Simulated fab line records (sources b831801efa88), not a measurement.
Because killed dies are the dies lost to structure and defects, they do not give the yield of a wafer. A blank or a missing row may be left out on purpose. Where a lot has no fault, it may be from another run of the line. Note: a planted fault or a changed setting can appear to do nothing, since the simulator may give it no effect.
What tool caused it? / flow gf180mcu / Sampling: 11 lots, 33 wafers, 3 of 602 route steps

WHAT EACH GAUGE READ, for each wafer
GF_M4_THK_MEAS_06: measures by xrf. Usual: M4_ALCU_THK 448 nm, standard deviation 3.7.
lot=L879; measured=day 23 01:03; on=film_metro-02; M4_ALCU_THK (nm)=447 448 449; flag=
lot=L881; measured=day 23 16:13; on=film_metro-04; M4_ALCU_THK (nm)=449 450 448; flag=
lot=L884; measured=day 24 22:55; on=film_metro-03; M4_ALCU_THK (nm)=448 447 447; flag=
lot=L885; measured=day 25 11:28; on=film_metro-04; M4_ALCU_THK (nm)=447 449 445; flag=
lot=L889; measured=day 26 14:41; on=film_metro-02; M4_ALCU_THK (nm)=445 446 449; flag=
lot=L894; measured=day 28 09:29; on=film_metro-04; M4_ALCU_THK (nm)=450 448 440; flag=
lot=L896; measured=day 28 21:48; on=film_metro-03; M4_ALCU_THK (nm)=455 452 454; flag=
lot=L895; measured=day 28 23:23; on=film_metro-04; M4_ALCU_THK (nm)=442 442 442; flag=
lot=L897; measured=day 29 00:34; on=film_metro-03; M4_ALCU_THK (nm)=446 442 445; flag=
lot=L899; measured=day 29 21:05; on=film_metro-04; M4_ALCU_THK (nm)=448 448 448; flag=
lot=L900; measured=day 29 22:11; on=film_metro-02; M4_ALCU_THK (nm)=451 449 448; flag=

TOOL THAT RAN EACH LOT (tool first, then ch and the chambers of the sampled wafers, then the start)
lot=L879; GF_M4_SPUTTER_01=pvd_sputter-04, day 23 00:49; GF_M4_SPUTTER_02=pvd_sputter-04, day 23 00:50
lot=L881; GF_M4_SPUTTER_01=pvd_sputter-02, day 23 15:58; GF_M4_SPUTTER_02=pvd_sputter-02, day 23 16:00
lot=L884; GF_M4_SPUTTER_01=pvd_sputter-03, day 24 22:40; GF_M4_SPUTTER_02=pvd_sputter-03, day 24 22:42
lot=L885; GF_M4_SPUTTER_01=pvd_sputter-03, day 25 11:14; GF_M4_SPUTTER_02=pvd_sputter-03, day 25 11:16
lot=L889; GF_M4_SPUTTER_01=pvd_sputter-02, day 26 14:27; GF_M4_SPUTTER_02=pvd_sputter-02, day 26 14:29
lot=L894; GF_M4_SPUTTER_01=pvd_sputter-03, day 28 09:14; GF_M4_SPUTTER_02=pvd_sputter-03, day 28 09:16
lot=L896; GF_M4_SPUTTER_01=pvd_sputter-03, day 28 21:32; GF_M4_SPUTTER_02=pvd_sputter-03, day 28 21:34
lot=L895; GF_M4_SPUTTER_01=pvd_sputter-04, day 28 23:08; GF_M4_SPUTTER_02=pvd_sputter-04, day 28 23:10
lot=L897; GF_M4_SPUTTER_01=pvd_sputter-03, day 29 00:19; GF_M4_SPUTTER_02=pvd_sputter-03, day 29 00:21
lot=L899; GF_M4_SPUTTER_01=pvd_sputter-02, day 29 20:50; GF_M4_SPUTTER_02=pvd_sputter-02, day 29 20:52
lot=L900; GF_M4_SPUTTER_01=pvd_sputter-02, day 29 21:55; GF_M4_SPUTTER_02=pvd_sputter-02, day 29 21:57
- GF_M4_SPUTTER_01: material TiN, target thk 30 nm, time 25 s.
- GF_M4_SPUTTER_02: material AlCu, target thk 450 nm, time 23.9 s.

WHAT THE TOOLS THEMSELVES READ (means of the sampled wafers that have a number; where no wafer has one, the mark that the record gives instead)
GF_M4_SPUTTER_01. Usual: cathode_dc_power_W 6499.9 W, standard deviation 1.2; throttle_valve_pct 30.1 %, standard deviation 1.2.
lot=L879; tool=pvd_sputter-04; cathode_dc_power_W (W)=6498.9; throttle_valve_pct (%)=29.0; flag=
lot=L881; tool=pvd_sputter-02; cathode_dc_power_W (W)=6499.4; throttle_valve_pct (%)=29.9; flag=
lot=L884; tool=pvd_sputter-03; cathode_dc_power_W (W)=6500.1; throttle_valve_pct (%)=31.0; flag=
lot=L885; tool=pvd_sputter-03; cathode_dc_power_W (W)=6499.7; throttle_valve_pct (%)=31.0; flag=
lot=L889; tool=pvd_sputter-02; cathode_dc_power_W (W)=6499.2; throttle_valve_pct (%)=29.4; flag=
lot=L894; tool=pvd_sputter-03; cathode_dc_power_W (W)=6499.4; throttle_valve_pct (%)=30.4; flag=
lot=L896; tool=pvd_sputter-03; cathode_dc_power_W (W)=6499.6; throttle_valve_pct (%)=31.0; flag=
lot=L895; tool=pvd_sputter-04; cathode_dc_power_W (W)=6499.8; throttle_valve_pct (%)=30.7; flag=
lot=L897; tool=pvd_sputter-03; cathode_dc_power_W (W)=6500.2; throttle_valve_pct (%)=30.0; flag=
lot=L899; tool=pvd_sputter-02; cathode_dc_power_W (W)=6500.2; throttle_valve_pct (%)=30.3; flag=
lot=L900; tool=pvd_sputter-02; cathode_dc_power_W (W)=6501.2; throttle_valve_pct (%)=29.7; flag=

GF_M4_SPUTTER_02. Usual: cathode_dc_power_W 10600 W, standard deviation 1.8; throttle_valve_pct 30.1 %, standard deviation 1.2.
lot=L879; tool=pvd_sputter-04; cathode_dc_power_W (W)=10598; throttle_valve_pct (%)=28.8; flag=
lot=L881; tool=pvd_sputter-02; cathode_dc_power_W (W)=10601; throttle_valve_pct (%)=29.9; flag=
lot=L884; tool=pvd_sputter-03; cathode_dc_power_W (W)=10600; throttle_valve_pct (%)=30.8; flag=
lot=L885; tool=pvd_sputter-03; cathode_dc_power_W (W)=10600; throttle_valve_pct (%)=31.0; flag=
lot=L889; tool=pvd_sputter-02; cathode_dc_power_W (W)=10601; throttle_valve_pct (%)=29.5; flag=
lot=L894; tool=pvd_sputter-03; cathode_dc_power_W (W)=10599; throttle_valve_pct (%)=30.3; flag=
lot=L896; tool=pvd_sputter-03; cathode_dc_power_W (W)=10600; throttle_valve_pct (%)=30.9; flag=
lot=L895; tool=pvd_sputter-04; cathode_dc_power_W (W)=10600; throttle_valve_pct (%)=30.6; flag=
lot=L897; tool=pvd_sputter-03; cathode_dc_power_W (W)=10599; throttle_valve_pct (%)=29.9; flag=
lot=L899; tool=pvd_sputter-02; cathode_dc_power_W (W)=10599; throttle_valve_pct (%)=30.2; flag=
lot=L900; tool=pvd_sputter-02; cathode_dc_power_W (W)=10600; throttle_valve_pct (%)=29.7; flag=

THE ANSWER, worked out from the rows above alone
Rule: a lot counts as off when the mean over its wafers that have a number is more than 3 standard deviations away from the usual mean. A lot without any number at a reading at which 4 lots or more have one is off too. The other lots that the step has rows for count as sound. First the gauges in route order, then the tools' own readings, where a lot's mean is used as printed above. At the first step where some lot is off, the reading lying furthest off is the one used; lots without a number count as furthest.
None of the lots is off at any reading shown; this tells nothing.

WHAT THE SIMULATOR HAD INSERTED
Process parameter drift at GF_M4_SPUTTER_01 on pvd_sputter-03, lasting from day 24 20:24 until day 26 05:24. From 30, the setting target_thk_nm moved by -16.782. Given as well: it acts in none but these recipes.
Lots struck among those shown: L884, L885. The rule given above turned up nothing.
